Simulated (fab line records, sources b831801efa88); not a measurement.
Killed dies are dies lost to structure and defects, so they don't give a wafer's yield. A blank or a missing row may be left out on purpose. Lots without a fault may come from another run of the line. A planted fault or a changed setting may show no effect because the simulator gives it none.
fab line records | flow gf180mcu
record lots=5 wafers=15 last_day=34
route steps=602 shown TOP_METAL@575 PASSIVATION@587
lots that met no fault: from a run of the same line without faults
start_h: hours from the record's first day to the start of the lot's first wafer shown | wait_h: hours since the lot's step before | " the same as in the row above | L1.1+2: a row that stands for several wafers | - no value, or no start given | * or withheld: withheld | < > ~ a bound
route shown NAME@n: a module of which the file shows steps, and the number in the route of the first | usual: mean/standard deviation of fault-free wafers | same: alike in all rows | chamber/n: place in a boat | sites: the reading at each site | _std_site: their standard deviation | _edge_site: outer sites' mean less inner sites' | radius_mm: how far each site lies from the wafer's centre | mask NAME#n: copy n | behind: the tool/chamber that last shaped the wafer | hold: why the lot was held/for how many hours/how that ended | device: the transistor (n, p or np) that didn't switch | end of line: the same wafers' tests at the end of the route | a step without rows: its recipe alone | killed: dies lost to structure and defects at the first sort, not the wafer's yield | map: a wafer's dies, x killed, . not, _ none there
set.NAME: the setting as run; set.NAME@STEP: as run at that earlier step | model.NAME: the simulator's own value behind a step, which no gauge read
lots at some steps of the route; a table a step, a row a wafer
services: from which hour (start_h, from the record's first day; less than 0 if before it) a tool's chamber was out of use, for how many hours, and why
## steps
# step GF_TOP_METAL_HMDS_08
# recipe prime_time_s=60 prime_temp_c=120
# step GF_TOP_METAL_COAT_09
# recipe resist=NOVOLAK spin_rpm=3000 resist_thk_nm=1500
# step GF_TOP_METAL_SOFTBAKE_10
# recipe temp_c=90 time_s=60 resist=NOVOLAK
# step GF_TOP_METAL_EXPOSE_11
# recipe mask_id=MetalTop target_cd_nm=440 na=0.6 source_shape=conventional sigma_outer=0.6 dose_mj=170
# step GF_TOP_METAL_PEB_12
# recipe temp_c=withheld time_s=* resist=NOVOLAK
# step GF_TOP_METAL_DEVELOP_13
# recipe develop_time_s=60 dev_temp_c=23
# step GF_TOP_METAL_CD_MEAS_14
# recipe target_cd_nm=440
# usual cd_nm=440.0/2.3
# columns lot.wafer tool chamber start_h wait_h cd_nm
L925.1 cd_sem-02 - 669.54 0.1 440.7
L925.5 " - " " 439.3
L925.6 " - " " 438.0
L929.1 cd_sem-01 - 700.72 0.1 440.8
L929.2 " - " " 437.5
L929.6 " - " " 439.2
L932.2 cd_sem-01 - 718.84 0.1 440.4
L932.3 " - " " 440.9
L932.4 " - " " 440.7
L933.1 cd_sem-01 - 727.62 0.1 443.0
L933.3 " - " " 442.0
L933.5 " - " " 440.8
L944.2 cd_sem-01 - 787.06 0.1 435.7
L944.4 " - " " 437.4
L944.6 " - " " 436.7
# step GF_TOP_METAL_OVL_MEAS_15
# usual TOP_METAL_OVL=-1.7/1.2
# columns lot.wafer tool chamber start_h wait_h TOP_METAL_OVL[nm]
L925.1 overlay-02 - 669.66 0.1 -1.1
L925.5 " - " " 0.6
L925.6 " - " " -1.4
L929.1 overlay-01 - 700.84 0.1 0.3
L929.2 " - " " 1.0
L929.6 " - " " 0.8
L932.2 overlay-01 - 718.94 0.1 -1.7
L932.3 " - " " -2.3
L932.4 " - " " -3.1
L933.1 overlay-01 - 727.74 0.1 1.1
L933.3 " - " " -0.2
L933.5 " - " " -0.8
L944.2 overlay-01 - 787.17 0.1 -2.8
L944.4 " - " " -1.8
L944.6 " - " " -2.2
# step GF_TOP_METAL_METAL_ETCH_16
# recipe chemistry=Cl2/BCl3 mask_material=NOVOLAK target_depth_nm=1077.5 stop_on=SiO2 pressure_mtorr=8 icp_w=800 bias_w=140 Cl2_flow_sccm=80 bcl3_flow_sccm=40 time_s=179.6
# usual bcl3_flow_sccm=39.98/0.12 drypump_motor_current_A=5.89/0.24 oes_product_au=0.965/0.0063 throttle_valve_pct=28.256/0.01
# columns lot.wafer tool chamber start_h wait_h bcl3_flow_sccm drypump_motor_current_A oes_product_au rf_hours_counter_h throttle_valve_pct
L925.1 rie_metal-04 1 669.70 0.0 40.13 5.92 0.978 14 28.259
L925.5 " 1 " " 40.04 5.95 0.976 - 28.236
L925.6 " 0 " " 39.87 6.14 0.971 - 28.239
L929.1 rie_metal-03 0 700.87 0.0 39.84 5.95 0.968 7 28.265
L929.2 " 0 " " 39.81 5.95 0.968 - 28.246
L929.6 " 0 " " 39.86 5.95 0.963 - 28.263
L932.2 rie_metal-04 0 719.03 0.1 39.89 6.16 0.964 - 28.254
L932.3 " 0 " " 39.92 6.15 0.969 - 28.265
L932.4 " 0 " " 40.02 6.15 0.964 - 28.244
L933.1 rie_metal-03 1 727.77 0.0 39.98 6.15 0.971 1 28.240
L933.3 " 1 " " 39.93 6.16 0.964 - 28.263
L933.5 " 1 " " 39.90 6.13 0.966 - 28.258
L944.2 rie_metal-04 0 787.26 0.1 39.74 6.16 0.948 - 28.262
L944.4 " 0 " " 40.02 6.15 0.959 - 28.247
L944.6 " 0 " " 39.90 6.14 0.957 - 28.263
# step GF_TOP_METAL_STRIP_17
# recipe chemistry=O2/N2 power_w=1400 pressure_mtorr=1500 platen_temp_c=250 o2_flow_sccm=3000 n2_flow_sccm=300 overash_fraction=0.5
# usual drypump_motor_current_A=5.4/0.33 heater_power_w=349/39 n2_flow_sccm=299.9/0.92 oes_product_au=0.710/0.0047 strip_time_to_endpoint_s=13.47/0.083
# same overash_fraction=0.5
# columns lot.wafer tool chamber start_h wait_h drypump_motor_current_A heater_power_w n2_flow_sccm oes_product_au rf_hours_counter_h strip_time_to_endpoint_s
L925.1 plasma_asher-03 0 669.87 0.1 5.4 354 298.0 0.707 57 13.26
L925.5 " 0 " " 5.5 350 299.4 0.708 - 13.30
L925.6 " 1 " " 5.1 327 300.7 0.712 - 13.35
L929.1 plasma_asher-04 0 701.22 0.3 5.0 307 298.6 0.711 28 13.52
L929.2 " 1 " " 5.2 442 298.7 0.709 28 13.49
L929.6 " 1 " " 5.2 425 300.5 0.710 - 13.57
L932.2 plasma_asher-03 1 719.32 0.2 5.1 328 300.7 0.713 63 13.46
L932.3 " 0 " " 5.4 351 299.4 0.706 - 13.42
L932.4 " 1 " " 5.1 331 299.7 0.715 - 13.42
L933.1 plasma_asher-02 0 727.95 0.1 5.9 373 298.7 0.706 95 13.43
L933.3 " 1 " " 5.7 346 299.7 0.714 - 13.38
L933.5 " 0 " " 5.9 364 299.1 0.710 - 13.38
L944.2 plasma_asher-04 0 787.55 0.2 5.1 305 299.3 0.716 36 13.45
L944.4 " 1 " " 5.2 433 300.9 0.704 - 13.48
L944.6 " 1 " " 5.2 437 300.0 0.712 - 13.52
# step GF_TOP_METAL_STRIP_18
# recipe chemistry=post_etch_residue_remover time_s=1200 temp_c=72.5
# step GF_TOP_METAL_CLEAN_19
# recipe chemistry=DIW dry=n2_spin
# step GF_PASSIVATION_CVD_00
# recipe material=SiO2 target_thk_nm=1000 precursor=TEOS temp_c=400 time_s=111.95 rf_w=600
# usual heater_power_w=661/85 run_length_s=139.8/0.5
# columns lot.wafer tool chamber start_h wait_h heater_power_w run_length_s model.SiO2_of_PASSIVATION_CVD_00.thk_nm
L925.1 pecvd-03 2 670.42 0.0 692 139.4 988.9
L925.5 " 2 " " 533 139.3 1008
L925.6 " 1 " " 704 140.0 1003
L929.1 pecvd-04 1 701.76 0.0 702 140.1 1009
L929.2 " 0 " " 644 138.9 1015
L929.6 " 2 " " 788 139.9 1006
L932.2 pecvd-03 1 719.86 0.0 679 140.0 978.2
L932.3 " 2 " " 623 139.4 990
L932.4 " 1 " " 531 140.3 993.3
L933.1 pecvd-04 2 728.55 0.0 797 140.0 981
L933.3 " 0 " " 711 139.2 997.2
L933.5 " 0 " " 573 139.7 1021
L944.2 pecvd-04 1 788.08 0.0 712 139.8 1003
L944.4 " 2 " " 647 139.8 997
L944.6 " 1 " " 742 138.1 987.7
# step GF_PASSIVATION_THK_MEAS_01
# recipe reads=SiO2_of_PASSIVATION_CVD_00
# usual PASSIVATION_CVD_00_THK=1003/13
# columns lot.wafer tool chamber start_h wait_h PASSIVATION_CVD_00_THK[nm]
L925.1 film_metro-01 - 670.49 0.0 988
L925.5 " - " " 1008
L925.6 " - " " 1004
L929.1 film_metro-04 - 701.84 0.0 1009
L929.2 " - " " 1015
L929.6 " - " " 1005
L932.2 film_metro-01 - 719.94 0.0 977
L932.3 " - " " 990
L932.4 " - " " 993
L933.1 film_metro-01 - 728.67 0.1 981
L933.3 " - " " 997
L933.5 " - " " 1021
L944.2 film_metro-03 - 788.17 0.0 1003
L944.4 " - " " 997
L944.6 " - " " 988
## services
# columns tool chamber start_h hours kind
plasma_asher-02 - 671.73 14.6 pm
rie_metal-03 1 690.08 - clean
rie_metal-03 1 690.08 17.4 scheduled_down
rie_metal-03 1 690.08 17.4 vent_cycle
pecvd-03 - 694.00 2.8 pm
pecvd-03 0 701.15 6.2 repair
rie_metal-04 1 709.46 - clean
rie_metal-04 1 709.46 19.0 scheduled_down
rie_metal-04 1 709.46 19.0 vent_cycle
plasma_asher-04 - 727.08 12.7 repair
rie_metal-03 0 729.26 7.5 repair
pecvd-03 - 774.36 1.0 repair
rie_metal-04 1 783.22 7.9 repair
pecvd-04 - 783.67 2.5 repair
## key
first_sign step=GF_PASSIVATION_CVD_00 reading=run_length_s direction=down sigmas=3.4 usual=* struck=*
effect none on later readings
model_effect step=GF_PASSIVATION_CVD_00 value=SiO2_of_PASSIVATION_CVD_00.thk_nm without=1012 struck=987.7
met_at GF_PASSIVATION_CVD_00
struck_wafers L944.6
onset_between 728.55 788.08
fault kind=process_parameter_drift tool=pecvd-04 chamber=- onset_h=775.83 steps=GF_PASSIVATION_CVD_00 channel=time_s offset=* shape=step end_h=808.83 scope=struck_wafers_only acts_in=* stated=*
